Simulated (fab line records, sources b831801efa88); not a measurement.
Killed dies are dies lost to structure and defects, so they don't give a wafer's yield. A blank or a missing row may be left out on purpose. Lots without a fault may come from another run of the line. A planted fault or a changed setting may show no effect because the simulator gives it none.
Chamber matching | flow gf180mcu | GF_POLY_GATE_ETCH_13 on rie_si-02: 4 sister chambers
The step etches poly-Si in HBr/Cl2, stops on SiO2, target depth 198.5 nm, time 69.6 s. 4 wafers are shown with their chamber, then 7 later ones without.

WAFERS WITH THEIR CHAMBER
wafer  | chamber | drypump_motor_current_A (A)
L567.5 | 3       | 5.4
L573.3 | 0       | 6.6
L573.4 | 2       | 5.0
L577.5 | 1       | 6.5

WAFERS WITHOUT THEIR CHAMBER
wafer  | drypump_motor_current_A (A)
L577.6 | 5.0
L578.4 | 5.1
L578.5 | 6.4
L578.6 | 5.1
L580.2 | 6.4
L580.3 | 5.0
L580.5 | 6.6

WHICH CHAMBER EACH WENT THROUGH
wafer  | from the rows above     | in truth
L577.6 | 2                       | 2
L578.4 | 2                       | 2
L578.5 | can't be placed: 1 or 0 | 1
L578.6 | 2                       | 2
L580.2 | can't be placed: 1 or 0 | 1
L580.3 | 2                       | 2
L580.5 | can't be placed: 0 or 1 | 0
Placed correctly: 4 of 7. Can't be placed from these rows: 3 (the true chamber is among the candidates in 3). Placed wrongly: 0.
How it was worked out, from the rows above alone: a wafer's distance from a chamber is the root of the sum, over the readings, of the square of ((its reading less the chamber's mean) divided by the reading's scatter). The wafer belongs to the nearest chamber; if the next one is less than 2 further off, it can't be placed. A chamber's mean is the mean of its shown wafers. The scatter: with one shown wafer a chamber, the root of the mean of the squares of how far each hidden wafer lies from its nearest shown one.
